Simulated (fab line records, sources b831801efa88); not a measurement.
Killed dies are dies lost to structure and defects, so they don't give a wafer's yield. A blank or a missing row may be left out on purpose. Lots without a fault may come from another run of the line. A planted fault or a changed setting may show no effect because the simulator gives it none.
fab line records | flow sky130
record lots=5 wafers=15 last_day=50
route steps=708 shown CONTACT@424 METAL1@434 PAD_OPEN@708
lots that met no fault: from a run of the same line without faults
start_h: hours from the record's first day to the start of the lot's first wafer shown | wait_h: hours since the lot's step before | " the same as in the row above | L1.1+2: a row that stands for several wafers | - no value, or no start given | * or withheld: withheld | < > ~ a bound
route shown NAME@n: a module of which the file shows steps, and the number in the route of the first | usual: mean/standard deviation of fault-free wafers | same: alike in all rows | chamber/n: place in a boat | sites: the reading at each site | _std_site: their standard deviation | _edge_site: outer sites' mean less inner sites' | radius_mm: how far each site lies from the wafer's centre | mask NAME#n: copy n | behind: the tool/chamber that last shaped the wafer | hold: why the lot was held/for how many hours/how that ended | device: the transistor (n, p or np) that didn't switch | end of line: the same wafers' tests at the end of the route | a step without rows: its recipe alone | killed: dies lost to structure and defects at the first sort, not the wafer's yield | map: a wafer's dies, x killed, . not, _ none there
set.NAME: the setting as run; set.NAME@STEP: as run at that earlier step | model.NAME: the simulator's own value behind a step, which no gauge read
lots at some steps of the route; a table a step, a row a wafer
services: from which hour (start_h, from the record's first day; less than 0 if before it) a tool's chamber was out of use, for how many hours, and why
## steps
# step SKY_CONTACT_ETCH_18
# recipe target=Si3N4 chemistry=CHF3/O2 stop_on=TiN source_w=600 bias_w=200 pressure_mtorr=40 chf3_flow_sccm=50 O2_flow_sccm=5 time_s=39 target_depth_a=750
# step SKY_CONTACT_STRIP_19
# recipe chemistry=O2/N2 power_w=1400 pressure_mtorr=1500 platen_temp_c=withheld o2_flow_sccm=3000 n2_flow_sccm=300 overash_fraction=0.5
# usual drypump_motor_current_A=5.7/0.51 oes_product_au=0.381/0.0043 strip_time_to_endpoint_s=3.632/0.029
# columns lot.wafer tool chamber start_h wait_h drypump_motor_current_A oes_product_au rf_hours_counter_h strip_time_to_endpoint_s
L854.3 plasma_asher-04 0 755.52 - 6.6 0.379 - 3.629
L854.5 " 1 " " 5.5 0.375 - 3.620
L854.6 " 0 " " 6.6 0.384 - 3.636
L855.2 plasma_asher-03 1 766.69 - 5.3 0.380 2 3.613
L855.3 " 1 " " 5.3 0.380 - 3.628
L855.5 " 1 " " 5.3 0.375 - 3.597
L866.2 plasma_asher-04 0 850.55 - 6.6 0.383 73 3.653
L866.4 " 0 " " 6.6 0.374 - 3.597
L866.5 " 0 " " 6.6 0.385 - 3.646
L872.2 plasma_asher-03 0 901.70 - 5.3 0.384 15 3.608
L872.3 " 1 " " 5.2 0.382 - 3.688
L872.6 " 0 " " 5.3 0.382 - 3.630
L874.4 plasma_asher-01 1 915.18 - 5.7 0.377 - 3.630
L874.5 " 0 " " 6.1 0.381 - 3.667
L874.6 " 1 " " 5.7 0.373 - 3.607
# step SKY_CONTACT_STRIP_20
# recipe chemistry=post_etch_residue_remover time_s=1200 temp_c=72.5
# step SKY_CONTACT_CLEAN_21
# recipe chemistry=IPA time_s=180 temp_c=25
# step SKY_CONTACT_CLEAN_22
# recipe chemistry=O3/DIW dry=n2_spin
# step SKY_CONTACT_SPUTTER_23
# recipe material=TiN target_thk_nm=20 chamber_pressure_pa=5 power_w=4000 time_s=80
# usual throttle_valve_pct=29.7/1.4
# columns lot.wafer tool chamber start_h wait_h throttle_valve_pct
L854.3 pvd_sputter-01 - 756.09 0.0 28.4
L854.5 " - " " 30.4
L854.6 " - " " 30.0
L855.2 pvd_sputter-04 - 767.29 0.0 27.9
L855.3 " - " " 29.3
L855.5 " - " " 27.7
L866.2 pvd_sputter-02 - 851.20 0.0 29.7
L866.4 " - " " 27.5
L866.5 " - " " 29.6
L872.2 pvd_sputter-02 - 902.30 0.0 30.9
L872.3 " - " " 29.6
L872.6 " - " " 29.9
L874.4 pvd_sputter-02 - 915.74 0.0 30.1
L874.5 " - " " 29.5
L874.6 " - " " 29.4
# step SKY_CONTACT_CVD_24
# recipe material=W target_thk_nm=340 time_s=102.12 temp_c=400 pressure_torr=40
# step SKY_CONTACT_RS_MEAS_25
# recipe thk_meas_gauge=four-point-probe reads=W_of_CONTACT_CVD_24+TiN_of_CONTACT_SPUTTER_23
# usual CONTACT_W_RS=0.339/0.0051
# columns lot.wafer tool chamber start_h wait_h CONTACT_W_RS[ohm/sq]
L854.3 film_metro-04 - 756.30 0.1 0.328
L854.5 " - " " 0.339
L854.6 " - " " 0.329
L855.2 film_metro-02 - 767.49 0.1 0.347
L855.3 " - " " 0.340
L855.5 " - " " 0.345
L866.2 film_metro-01 - 851.39 0.1 0.338
L866.4 " - " " 0.341
L866.5 " - " " 0.339
L872.2 film_metro-02 - 902.60 0.2 0.345
L872.3 " - " " 0.342
L872.6 " - " " 0.341
L874.4 film_metro-01 - 915.97 0.1 0.334
L874.5 " - " " 0.342
L874.6 " - " " 0.333
# step SKY_CONTACT_THK_MEAS_26
# recipe thk_meas_gauge=xrf reads=W_of_CONTACT_CVD_24
# usual CONTACT_W_THK=346/6.6
# columns lot.wafer tool chamber start_h wait_h CONTACT_W_THK[nm]
L854.3 film_metro-04 - 756.40 0.1 362
L854.5 " - " " 351
L854.6 " - " " 361
L855.2 film_metro-02 - 767.60 0.1 345
L855.3 " - " " 355
L855.5 " - " " 349
L866.2 film_metro-01 - 851.50 0.1 341
L866.4 " - " " 337
L866.5 " - " " 340
L872.2 film_metro-02 - 902.71 0.1 347
L872.3 " - " " 346
L872.6 " - " " 349
L874.4 film_metro-01 - 916.06 0.1 347
L874.5 " - " " 339
L874.6 " - " " 348
# step SKY_CONTACT_CMP_27
# recipe stop_on=SiO2 t_overpolish_s=15 down_force_psi=3.5 platen_rpm=60 target_thk_nm=0 pad_velocity_m_s=0.94248
# step SKY_METAL1_SPUTTER_00
# recipe material=Ti target_thk_nm=15 power_w=3000 time_s=10 chamber_pressure_pa=0.4
# usual throttle_valve_pct=29.8/1.2
# columns lot.wafer tool chamber start_h wait_h throttle_valve_pct
L854.3 pvd_sputter-03 - 756.74 0.1 30.6
L854.5 " - " " 29.2
L854.6 " - " " 30.2
L855.2 pvd_sputter-03 - 768.06 0.1 30.4
L855.3 " - " " 30.0
L855.5 " - " " 30.2
L866.2 pvd_sputter-03 - 851.85 0.1 30.2
L866.4 " - " " 28.9
L866.5 " - " " 30.2
L872.2 pvd_sputter-01 - 903.06 0.1 28.8
L872.3 " - " " 30.0
L872.6 " - " " 30.0
L874.4 pvd_sputter-01 - 916.39 0.2 30.2
L874.5 " - " " 32.4
L874.6 " - " " 28.5
# step SKY_METAL1_SPUTTER_01
# recipe material=TiN target_thk_nm=20 power_w=6500 time_s=16.7 chamber_pressure_pa=0.4
# step SKY_METAL1_SPUTTER_02
# recipe material=AlCu target_thk_nm=250 power_w=10600 time_s=13.3 chamber_pressure_pa=0.4
# usual throttle_valve_pct=29.8/1.2
# columns lot.wafer tool chamber start_h wait_h throttle_valve_pct model.AlCu_of_METAL1_SPUTTER_02.thk_nm
L854.3 pvd_sputter-03 - 756.79 0.0 30.1 253.9
L854.5 " - " " 29.1 251.7
L854.6 " - " " 30.6 253.1
L855.2 pvd_sputter-03 - 768.10 0.0 30.4 249.9
L855.3 " - " " 30.0 249.9
L855.5 " - " " 30.2 251.7
L866.2 pvd_sputter-03 - 851.90 0.0 30.0 199.9
L866.4 " - " " 28.9 246.8
L866.5 " - " " 30.2 199.6
L872.2 pvd_sputter-01 - 903.10 0.0 28.5 251.2
L872.3 " - " " 30.0 251.1
L872.6 " - " " 29.7 253.1
L874.4 pvd_sputter-01 - 916.44 0.0 30.0 252.9
L874.5 " - " " 32.4 246.2
L874.6 " - " " 28.2 249
# step SKY_METAL1_SPUTTER_03
# recipe material=Ti target_thk_nm=5 power_w=3000 time_s=3.3 chamber_pressure_pa=0.4
# usual throttle_valve_pct=29.8/1.2
# columns lot.wafer tool chamber start_h wait_h throttle_valve_pct
L854.3 pvd_sputter-03 - 756.81 0.0 29.8
L854.5 " - " " 28.9
L854.6 " - " " 30.3
L855.2 pvd_sputter-03 - 768.13 0.0 30.4
L855.3 " - " " 29.9
L855.5 " - " " 30.1
L866.2 pvd_sputter-03 - 851.93 0.0 30.3
L866.4 " - " " 28.9
L866.5 " - " " 30.5
L872.2 pvd_sputter-01 - 903.13 0.0 28.3
L872.3 " - " " 30.0
L872.6 " - " " 30.2
L874.4 pvd_sputter-01 - 916.46 0.0 30.0
L874.5 " - " " 32.3
L874.6 " - " " 28.2
# step SKY_METAL1_SPUTTER_04
# recipe material=TiN target_thk_nm=70 power_w=6500 time_s=58.3 chamber_pressure_pa=0.4
# step SKY_METAL1_RS_MEAS_05
# recipe thk_meas_gauge=four-point-probe reads=TiN_of_METAL1_SPUTTER_04+Ti_of_METAL1_SPUTTER_03+AlCu_of_METAL1_SPUTTER_02+TiN_of_METAL1_SPUTTER_01+Ti_of_METAL1_SPUTTER_00
# usual METAL1_ALCU_RS=0.1267/0.0014
# columns lot.wafer tool chamber start_h wait_h METAL1_ALCU_RS[ohm/sq]
L854.3 film_metro-03 - 756.92 0.1 0.1247
L854.5 " - " " 0.1256
L854.6 " - " " 0.1251
L855.2 film_metro-04 - 768.22 0.0 0.1266
L855.3 " - " " 0.1267
L855.5 " - " " 0.1258
L866.2 film_metro-04 - 852.01 0.0 0.1599
L866.4 " - " " 0.1284
L866.5 " - " " 0.1600
L872.2 film_metro-03 - 903.22 0.0 0.1258
L872.3 " - " " 0.1262
L872.6 " - " " 0.1249
L874.4 film_metro-01 - 916.59 0.1 0.1254
L874.5 " - " " 0.1291
L874.6 " - " " 0.1274
# step SKY_METAL1_THK_MEAS_06
# recipe thk_meas_gauge=xrf reads=AlCu_of_METAL1_SPUTTER_02
# usual METAL1_ALCU_THK=250.0/2.8
# columns lot.wafer tool chamber start_h wait_h METAL1_ALCU_THK[nm]
L854.3 film_metro-03 - 757.02 0.1 255.2
L854.5 " - " " 252.9
L854.6 " - " " 254.9
L855.2 film_metro-04 - 768.33 0.1 248.5
L855.3 " - " " 249.4
L855.5 " - " " 251.1
L866.2 film_metro-04 - 852.12 0.1 201.4
L866.4 " - " " 248.0
L866.5 " - " " 200.0
L872.2 film_metro-03 - 903.33 0.1 250.7
L872.3 " - " " 251.7
L872.6 " - " " 253.4
L874.4 film_metro-01 - 916.68 0.1 253.1
L874.5 " - " " 247.1
L874.6 " - " " 249.2
# step SKY_METAL1_DEHYDRATE_07
# recipe temp_c=200 time_s=60
# step SKY_METAL1_HMDS_08
# recipe prime_time_s=60 prime_temp_c=120
# step SKY_METAL1_COAT_09
# recipe resist=BARC temp_c=withheld time_s=withheld spin_rpm=3000 resist_thk_nm=60
# step SKY_METAL1_COAT_10
# recipe resist=KrF-thick spin_rpm=3000 resist_thk_nm=450
# step SKY_METAL1_SOFTBAKE_11
# recipe temp_c=100 time_s=90 resist=KrF-thick
# step SKY_METAL1_EXPOSE_12
# recipe mask_id=MM1 na=0.8 source_shape=annular sigma_inner=0.55 sigma_outer=0.85 target_cd_nm=140 dose_mj=28
# step SKY_METAL1_PEB_13
# recipe peb_temp_c=withheld peb_time_s=withheld resist=KrF-thick
# step SKY_METAL1_DEVELOP_14
# recipe develop_time_s=60 resist=KrF-thick dev_temp_c=21
# step SKY_METAL1_CD_MEAS_15
# recipe target_cd_nm=140
# usual cd_nm=140.2/1.5
# columns lot.wafer tool chamber start_h wait_h cd_nm
L854.3 cd_sem-02 - 783.92 - 141.4
L854.5 " - " " 140.2
L854.6 " - " " 139.9
L855.2 cd_sem-01 - 796.16 - 138.1
L855.3 " - " " 138.7
L855.5 " - " " 139.0
L866.2 cd_sem-01 - 878.76 - 139.7
L866.4 " - " " 141.4
L866.5 " - " " 139.5
L872.2 cd_sem-01 - 928.30 - 140.1
L872.3 " - " " 139.8
L872.6 " - " " 138.6
L874.4 cd_sem-01 - 941.76 - 139.1
L874.5 " - " " 139.4
L874.6 " - " " 140.2
# step SKY_METAL1_OVL_MEAS_16
# usual METAL1_OVL=1/5.4
# columns lot.wafer tool chamber start_h wait_h METAL1_OVL[nm]
L854.3 overlay-01 - 784.01 0.1 1
L854.5 " - " " 5
L854.6 " - " " 10
L855.2 overlay-02 - 796.26 0.1 3
L855.3 " - " " 2
L855.5 " - " " 4
L866.2 overlay-02 - 878.86 0.1 -2
L866.4 " - " " 2
L866.5 " - " " -3
L872.2 overlay-01 - 928.40 0.1 12
L872.3 " - " " 11
L872.6 " - " " 10
L874.4 overlay-02 - 941.84 0.1 3
L874.5 " - " " 2
L874.6 " - " " 2
# step SKY_METAL1_DESCUM_17
# recipe chemistry=O2 source_power_w=150 bias_power_w=0 pressure_mtorr=10 temp_c=40 time_s=8
# usual drypump_motor_current_A=5.5/0.52 oes_product_au=1.006/0.01 temp_c=40.02/0.11
# columns lot.wafer tool chamber start_h wait_h drypump_motor_current_A oes_product_au rf_hours_counter_h temp_c
L854.3 rie_metal-03 1 784.05 0.0 6.0 1.005 - 39.76
L854.5 " 1 " " 6.1 1.001 - 40.04
L854.6 " 1 " " 6.0 1.006 - 40.04
L855.2 rie_metal-03 0 796.29 0.0 5.4 1.010 0 39.85
L855.3 " 1 " " 6.1 0.991 - 40.02
L855.5 " 1 " " 6.1 0.983 - 40.05
L866.2 rie_metal-04 1 878.89 0.0 4.9 1.006 15 39.90
L866.4 " 0 " " 6.2 1.002 - 40.09
L866.5 " 1 " " 4.9 0.997 - 39.92
L872.2 rie_metal-03 0 928.43 0.0 5.4 1.033 8 40.13
L872.3 " 1 " " 6.1 1.004 - 39.96
L872.6 " 1 " " 6.2 1.008 - 39.94
L874.4 rie_metal-03 0 941.87 0.0 5.4 1.028 - 40.20
L874.5 " 1 " " 6.1 0.996 - 40.01
L874.6 " 0 " " 5.4 1.020 - 40.14
# step SKY_METAL1_ETCH_18
# recipe chemistry=N2/H2 target=BARC ion_energy_ev=200 bias_w=100 pressure_mtorr=30 n2_flow_sccm=100 h2_flow_sccm=200 icp_w=500 stop_on=SiO2 time_s=45.9 target_depth_a=600
# step SKY_METAL1_METAL_ETCH_19
# recipe target_depth_a=3600 stop_on=SiO2 over_etch_frac=0.3 time_s=78 chemistry=Cl2/BCl3 resist_sidewall_deg=88 pressure_mtorr=10 icp_w=900 bias_w=48.5 Cl2_flow_sccm=60 bcl3_flow_sccm=30
# usual bias_w=48.48/0.13 drypump_motor_current_A=5.5/0.52 mfc_cl2_sccm=59.99/0.16 oes_product_au=0.854/0.0055 throttle_valve_pct=22.265/0.0097
# columns lot.wafer tool chamber start_h wait_h bias_w drypump_motor_current_A mfc_cl2_sccm oes_product_au rf_hours_counter_h throttle_valve_pct
L854.3 rie_metal-03 1 784.28 0.1 48.54 6.1 59.98 0.865 - 22.267
L854.5 " 1 " " 48.69 6.1 60.11 0.861 - 22.267
L854.6 " 1 " " 48.38 6.1 60.02 0.852 - 22.272
L855.2 rie_metal-03 0 796.39 0.0 48.64 5.4 59.83 0.848 0 22.272
L855.3 " 1 " " 48.57 6.1 59.88 0.854 - 22.263
L855.5 " 1 " " 48.57 6.1 59.94 0.855 - 22.252
L866.2 rie_metal-04 1 878.99 0.0 48.37 4.9 59.87 0.818 15 22.255
L866.4 " 0 " " 48.53 6.2 60.06 0.851 - 22.238
L866.5 " 1 " " 48.26 4.9 59.98 0.816 - 22.294
L872.2 rie_metal-03 0 928.53 0.0 48.57 5.4 59.87 0.855 8 22.271
L872.3 " 1 " " 48.85 6.1 60.21 0.856 - 22.251
L872.6 " 1 " " 48.59 6.1 60.01 0.855 - 22.263
L874.4 rie_metal-03 0 941.98 0.1 48.64 5.4 59.65 0.853 - 22.260
L874.5 " 1 " " 48.28 6.1 59.99 0.847 - 22.275
L874.6 " 0 " " 48.52 5.4 59.82 0.853 - 22.257
# step SKY_METAL1_STRIP_20
# recipe chemistry=O2/N2 power_w=1400 pressure_mtorr=1500 platen_temp_c=withheld o2_flow_sccm=3000 n2_flow_sccm=300 overash_fraction=0.5
# step SKY_PAD_OPEN_PROBE_99
# usual defect_limited_yield=82.4/1.9 killed_at_M0_to_M3=43/6.7 killed_at_M4_up=3.1/1.9 killed_at_contacts=25/5 killed_at_front_end=15/4 killed_at_other=0.4/0.69 killed_dies=87/9.2 killed_open=46/7.1 killed_short=40/6.8 sort_bin_3_pad_short=0.9/0.48 sort_bin_5_function=10.3/1.5 sort_bin_6_memory=6.4/1.2 sort_n_pass=405/9.2 sort_yield_pct=82.4/1.9
# same gross_dies=492 killed_at_back_side=0 sort_bin_4_leakage[%]=0 sort_bin_8_speed[%]=0
# columns lot.wafer tool chamber start_h wait_h defect_limited_yield[%] killed_at_M0_to_M3 killed_at_M4_up killed_at_contacts killed_at_front_end killed_at_other killed_dies killed_open killed_short sort_bin_3_pad_short[%] sort_bin_5_function[%] sort_bin_6_memory[%] sort_n_pass sort_yield_pct[%] model.etest.met1.line_ohm_um model.etest.met1.rs_ohm_sq
L854.3 prober-01 - 1092.62 0.2 77.2 56 1 39 16 0 112 64 47 2.2 12.6 7.9 380 77.2 0.8708 0.1266
L854.5 prober-01 - 1092.72 0.2 82.9 45 2 16 20 1 84 41 43 0.4 10.8 5.9 408 82.9 0.8701 0.1279
L854.6 prober-01 - 1092.77 0.2 80.9 46 3 27 18 0 94 54 40 0.2 11.8 7.1 398 80.9 0.8806 0.1264
L855.2 prober-01 - 1101.84 0.1 84.3 33 2 30 12 0 77 38 37 0.4 11.2 4.1 415 84.3 0.9596 0.1284
L855.3 prober-01 - 1101.89 0.2 83.9 48 1 23 7 0 79 37 42 1.2 8.1 6.7 413 83.9 0.9148 0.1297
L855.5 prober-01 - 1101.99 0.2 82.5 47 2 22 15 0 86 39 47 0.8 9.3 7.3 406 82.5 0.8933 0.1285
L866.2 prober-02 - 1161.53 0.1 82.1 47 3 20 18 0 88 49 39 1.8 8.9 7.1 404 82.1 1.18 0.1622
L866.4 prober-02 - 1161.63 0.2 82.3 43 3 26 14 1 87 36 50 1.4 7.5 8.7 405 82.3 0.8966 0.1292
L866.5 prober-02 - 1161.68 0.2 79.5 52 3 21 25 0 101 60 41 0.6 11.0 8.9 391 79.5 1.173 0.161
L872.2 prober-01 - 1195.88 0.1 83.7 36 5 26 13 0 80 38 42 1.2 9.3 5.7 412 83.7 0.9571 0.1275
L872.3 prober-01 - 1195.93 0.2 81.9 39 3 30 17 0 89 43 46 1.2 10.4 6.5 403 81.9 0.8833 0.1277
L872.6 prober-01 - 1196.08 0.2 80.7 48 7 31 9 0 95 44 51 0.8 10.6 7.9 397 80.7 0.869 0.1263
L874.4 prober-02 - 1206.32 0.2 83.7 40 2 25 13 0 80 50 28 0.6 8.9 6.7 412 83.7 0.9496 0.1279
L874.5 prober-02 - 1206.37 0.2 80.9 47 10 22 15 0 94 45 49 1.2 10.0 7.9 398 80.9 0.887 0.1297
L874.6 prober-02 - 1206.42 0.2 84.8 28 2 30 15 0 75 40 34 0.8 8.1 6.3 417 84.8 0.9562 0.1298
# killed by level:class
L854.3 LI_CONTACT:geometric_particle:open=11 CONTACT:geometric_particle:open=11 VIA2:geometric_particle:open=10 VIA1:geometric_particle:open=8 CONTACT:geometric_particle:short=7 METAL2:geometric_particle:short=7 VIA3:geometric_particle:open=7 LOCAL_INTERCONNECT:geometric_particle:short=6
L854.5 VIA1:geometric_particle:open=12 METAL2:geometric_particle:short=9 LI_CONTACT:geometric_particle:open=6 FIELD_ISO:geometric_particle:short=5 POLY_GATE:geometric_particle:open=5 CONTACT:geometric_particle:short=4 METAL1:geometric_particle:short=4 VIA1:geometric_particle:short=4
L854.6 METAL2:geometric_particle:short=11 VIA2:geometric_particle:open=11 LI_CONTACT:geometric_particle:open=10 CONTACT:geometric_particle:open=10 VIA3:geometric_particle:short=6 VIA1:geometric_particle:open=5 FIELD_ISO:geometric_particle:short=4 POLY_GATE:geometric_particle:short=4
L855.2 CONTACT:geometric_particle:open=10 LOCAL_INTERCONNECT:geometric_particle:short=8 LI_CONTACT:geometric_particle:open=7 METAL1:geometric_particle:short=5 VIA3:geometric_particle:open=4 METAL2:geometric_particle:short=4 VIA2:geometric_particle:open=4 FIELD_ISO:geometric_particle:short=3
L855.3 VIA1:geometric_particle:open=9 LI_CONTACT:geometric_particle:open=8 VIA2:geometric_particle:open=7 CONTACT:geometric_particle:short=6 METAL1:geometric_particle:short=6 VIA1:geometric_particle:short=6 VIA2:geometric_particle:short=5 CONTACT:geometric_particle:open=5
L855.5 CONTACT:geometric_particle:open=11 METAL1:geometric_particle:short=8 METAL2:geometric_particle:short=8 VIA1:geometric_particle:short=7 VIA2:geometric_particle:open=5 FIELD_ISO:geometric_particle:open=4 FIELD_ISO:geometric_particle:short=4 POLY_GATE:geometric_particle:short=4
L866.2 VIA1:geometric_particle:open=8 METAL1:geometric_particle:short=8 VIA2:geometric_particle:open=8 CONTACT:geometric_particle:open=7 FIELD_ISO:geometric_particle:open=6 VIA2:geometric_particle:short=6 LI_CONTACT:geometric_particle:open=5 VIA1:geometric_particle:short=5
L866.4 METAL1:geometric_particle:short=12 VIA1:geometric_particle:open=9 CONTACT:geometric_particle:open=8 FIELD_ISO:geometric_particle:short=6 LOCAL_INTERCONNECT:geometric_particle:short=6 CONTACT:geometric_particle:short=6 VIA1:geometric_particle:short=5 VIA3:geometric_particle:open=5
L866.5 VIA1:geometric_particle:open=15 CONTACT:geometric_particle:open=9 FIELD_ISO:geometric_particle:open=8 METAL1:geometric_particle:short=7 CONTACT:geometric_particle:short=6 VIA2:geometric_particle:open=6 VIA3:geometric_particle:short=5 POLY_GATE:geometric_particle:short=4
L872.2 CONTACT:geometric_particle:open=8 LOCAL_INTERCONNECT:geometric_particle:short=7 VIA1:geometric_particle:open=7 LI_CONTACT:geometric_particle:open=6 POLY_GATE:geometric_particle:open=5 VIA1:geometric_particle:short=5 VIA3:geometric_particle:short=5 METAL1:geometric_particle:short=4
L872.3 CONTACT:geometric_particle:open=12 VIA1:geometric_particle:open=11 LOCAL_INTERCONNECT:geometric_particle:short=8 METAL2:geometric_particle:short=8 POLY_GATE:geometric_particle:short=6 METAL1:geometric_particle:short=5 POLY_GATE:geometric_particle:open=4 CONTACT:geometric_particle:short=4
L872.6 VIA1:geometric_particle:open=13 CONTACT:geometric_particle:open=9 METAL1:geometric_particle:short=9 CONTACT:geometric_particle:short=8 FIELD_ISO:geometric_particle:short=6 LI_CONTACT:geometric_particle:open=6 METAL2:geometric_particle:short=5 METAL4:geometric_particle:short=5
L874.4 CONTACT:geometric_particle:open=12 VIA1:geometric_particle:open=9 METAL1:geometric_particle:short=8 LI_CONTACT:geometric_particle:open=7 VIA3:geometric_particle:open=6 VIA2:geometric_particle:open=4 VIA2:geometric_particle:short=4 FIELD_ISO:geometric_particle:open=3
L874.5 VIA1:geometric_particle:open=10 METAL1:geometric_particle:short=6 CONTACT:geometric_particle:open=6 VIA3:geometric_particle:short=6 METAL4:geometric_particle:short=6 METAL2:geometric_particle:short=6 FIELD_ISO:geometric_particle:open=5 POLY_GATE:geometric_particle:short=5
L874.6 CONTACT:geometric_particle:open=8 LI_CONTACT:geometric_particle:open=8 FIELD_ISO:geometric_particle:short=7 VIA3:geometric_particle:open=6 LI_CONTACT:geometric_particle:short=5 CONTACT:geometric_particle:short=4 LOCAL_INTERCONNECT:geometric_particle:short=4 VIA1:geometric_particle:open=4
## services
# columns tool chamber start_h hours kind
plasma_asher-03 - 733.75 9.0 pm
rie_metal-04 - 745.14 1.1 repair
plasma_asher-03 - 745.64 1.0 repair
pvd_sputter-02 - 753.21 3.8 repair
rie_metal-03 1 757.71 6.5 repair
rie_metal-03 0 769.14 - clean
rie_metal-03 0 769.14 18.2 scheduled_down
rie_metal-03 0 769.14 18.2 vent_cycle
plasma_asher-04 - 778.82 2.6 repair
pvd_sputter-02 - 783.89 2.0 repair
pvd_sputter-01 3 784.60 - consumable_replace:kit
pvd_sputter-01 3 784.60 18.0 scheduled_down
pvd_sputter-01 3 784.60 18.0 vent_cycle
rie_metal-03 0 804.55 1.2 repair
pvd_sputter-03 1 815.27 - consumable_replace:kit
pvd_sputter-03 1 815.27 18.0 scheduled_down
pvd_sputter-03 1 815.27 18.0 vent_cycle
pvd_sputter-02 - 823.24 5.2 repair
plasma_asher-03 - 823.44 1.9 repair
pvd_sputter-04 - 850.35 2.1 repair
pvd_sputter-02 0 855.05 - consumable_replace:kit
rie_metal-03 1 859.70 55.5 repair
plasma_asher-01 - 885.40 2.9 repair
plasma_asher-04 - 905.75 9.4 repair
## key
first_sign step=SKY_METAL1_RS_MEAS_05 reading=METAL1_ALCU_RS direction=up sigmas=23 usual=0.1267 struck=0.1599
effect step=SKY_METAL1_THK_MEAS_06 reading=METAL1_ALCU_THK direction=down sigmas=18 usual=250.0 struck=200.7
effect step=SKY_METAL1_METAL_ETCH_19 reading=oes_product_au direction=down sigmas=6.8 usual=0.854 struck=0.817
model_effect step=SKY_METAL1_SPUTTER_02 value=AlCu_of_METAL1_SPUTTER_02.thk_nm without=248.6 struck=199.8
model_effect step=SKY_PAD_OPEN_PROBE_99 value=etest.met1.line_ohm_um without=0.938 struck=1.177
met_at SKY_METAL1_SPUTTER_02
struck_wafers L866.2,L866.5
loop_trim step=SKY_CONTACT_EXPOSE_11 setting=dose lots=L866
onset_between 768.10 851.90
fault kind=process_parameter_drift tool=pvd_sputter-03 chamber=- onset_h=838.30 steps=SKY_METAL1_SPUTTER_02 channel=time_s offset=* shape=step end_h=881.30 acts_in=* stated=* scope=struck_wafers_only
# loop_trim: a control loop set the setting to another value than it would have without faults
